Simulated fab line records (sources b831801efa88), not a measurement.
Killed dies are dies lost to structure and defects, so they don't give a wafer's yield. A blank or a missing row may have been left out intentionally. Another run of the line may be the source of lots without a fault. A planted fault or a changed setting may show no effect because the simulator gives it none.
2 desks looking at one fault ; flow sky130 ; what lay behind the numbers comes last; until then each desk has only its own

== TOOL OWNER'S DESK, plasmaAsher-02 ==
The tool's own readings at SKY_METAL3_STRIP_19 (strips in O2/N2): means of the sampled wafers that have a number, for each lot that ran on this tool. The brackets show how far a lot's mean lies from the usual mean; more than 4 standard deviations puts the lot out of limits, marked OUT.
Columns: A = drypumpMotorCurrentA at SKY_METAL3_STRIP_19, usual 5.7 A; B = oesProductAu at SKY_METAL3_STRIP_19, usual 0.504 a.u.; C = stripTimeToEndpointS at SKY_METAL3_STRIP_19, usual 6.57 s
lot;first seen here;A;B;C
L443;day 39 01:38;5.9;0.502;6.54
L446;day 41 02:53;5.8;0.510;6.57
L449;day 41 09:43;5.8;0.502;6.52
L450;day 41 11:56;5.9;0.499;6.45
L452;day 41 23:49;5.8;0.505;6.63
Result from this desk: across the 5 lots, nothing is out of limits.

== AT THE METROLOGY DESK ==
What the gauges read, lot by lot, whatever tool the lot ran on: means of the sampled wafers that have a number. The brackets show how far a lot's mean lies from the usual mean; more than 4 standard deviations puts the lot out of limits, marked OUT.
Columns: A = VIA3_HDPCVD_THK at SKY_VIA3_THK_MEAS_01, usual 1640 nm; B = METAL4_OVL at SKY_METAL4_OVL_MEAS_14, usual 1 nm
lot;first seen here;A;B
L442;day 38 21:17;1619;-3
L443;day 39 02:24;1630;0
L445;day 40 09:08;1647;-0
L447;day 41 06:38;1623;0
L446;day 41 07:05;1630;-2
L449;day 41 10:31;1655;-1
L450;day 41 12:42;1644;9
L452;day 42 00:34;1642;3
L457;day 43 12:05;1611;-3
L458;day 44 06:28;1642;-0
L459;day 44 08:56;1614;6
L461;day 44 10:56;1649;-0
Result from this desk: across the 12 lots, nothing is out of limits.

== TAKEN TOGETHER ==
The desk of the tool owner found nothing out of limits.
Metrology desk: nothing out of limits seen.

== WHAT THE SIMULATOR HAD INSERTED ==
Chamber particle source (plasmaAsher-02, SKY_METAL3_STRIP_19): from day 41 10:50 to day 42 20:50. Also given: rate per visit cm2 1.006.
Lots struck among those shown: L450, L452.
